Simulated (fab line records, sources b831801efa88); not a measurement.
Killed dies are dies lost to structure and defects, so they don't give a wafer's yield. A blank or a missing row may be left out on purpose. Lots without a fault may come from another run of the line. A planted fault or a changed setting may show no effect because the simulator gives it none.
Which tool did it? | flow sfq_line | 15 lots, 45 wafers sampled, at 1 step of a route of 325

WHAT THE GAUGES READ, wafer by wafer
The record holds no reading of a measuring or inspecting step that can be judged against a usual standard deviation.

WHICH TOOL RAN EACH LOT (tool, then ch and the chambers of the sampled wafers, then the start)
lot  | SFQ_TRILAYER_C5_LITHO_EXPOSE_152
L985 | krf_scanner-02 ch 0, day 72 09:00
L987 | krf_scanner-01 ch 0, day 72 21:05
L988 | krf_scanner-01, day 73 07:53
L989 | krf_scanner-01, day 73 12:29
L990 | krf_scanner-01, day 74 00:29
L991 | krf_scanner-01 ch 0, day 74 04:05
L992 | krf_scanner-01 ch 0, day 74 05:17
L995 | krf_scanner-02 ch 0, day 76 12:36
L996 | krf_scanner-02 ch 0, day 79 10:54
L997 | krf_scanner-02 ch 0, day 79 11:54
L999 | krf_scanner-02 ch 0, day 80 00:20
L100 | krf_scanner-02 ch 0, day 80 01:44
L101 | krf_scanner-02 ch 0, day 80 02:44
L102 | krf_scanner-02 ch 0, day 80 03:44
L104 | krf_scanner-02 ch 0, day 81 02:49
- SFQ_TRILAYER_C5_LITHO_EXPOSE_152: exposes mask C5, target cd 500 nm.

WHAT THE TOOLS THEMSELVES READ (means of the sampled wafers that have a number; where no wafer has one, the mark that the record gives instead)
SFQ_TRILAYER_C5_LITHO_EXPOSE_152. Usual: exposure_dose_mJ_cm2 21.298, standard deviation 0.021; focus_offset_nm 0.0 nm, standard deviation 0.54.
lot  | tool           | exposure_dose_mJ_cm2 | focus_offset_nm (nm) | flag
L985 | krf_scanner-02 | 21.299               | -0.1                 |
L987 | krf_scanner-01 | 21.276               | 0.3                  |
L988 | krf_scanner-01 | -                    | -                    | OFF
L989 | krf_scanner-01 | -                    | -                    | OFF
L990 | krf_scanner-01 | -                    | -                    | OFF
L991 | krf_scanner-01 | 21.295               | 0.1                  |
L992 | krf_scanner-01 | 21.290               | -0.1                 |
L995 | krf_scanner-02 | 21.311               | -0.0                 |
L996 | krf_scanner-02 | 21.293               | -0.2                 |
L997 | krf_scanner-02 | 21.305               | -0.1                 |
L999 | krf_scanner-02 | 21.295               | 0.0                  |
L100 | krf_scanner-02 | 21.321               | 0.1                  |
L101 | krf_scanner-02 | 21.333               | -0.3                 |
L102 | krf_scanner-02 | 21.289               | 0.2                  |
L104 | krf_scanner-02 | 21.288               | 0.2                  |

THE ANSWER, worked out from the rows above alone
Rule: a lot is off if the mean of its wafers that have a number lies more than 3 standard deviations from the usual mean. A lot without any number at a reading at which 4 lots or more have one is off too. The other lots that the step has rows for count as sound. The gauges are gone through in route order, then the tools' own readings, and for those a lot's mean is taken as printed above. The first step at which some lot is off is used, and at that step the reading that is off furthest; a lot without a number counts as furthest.
Off: L988, L989, L990, at SFQ_TRILAYER_C5_LITHO_EXPOSE_152 (exposure_dose_mJ_cm2). Without a number there: L988, L989, L990.
A tool fits if, at that step or a process step before it, it ran every lot that is off, and no sound lot after the first of them. None of those tried fits.

WHAT THE SIMULATOR HAD PUT IN
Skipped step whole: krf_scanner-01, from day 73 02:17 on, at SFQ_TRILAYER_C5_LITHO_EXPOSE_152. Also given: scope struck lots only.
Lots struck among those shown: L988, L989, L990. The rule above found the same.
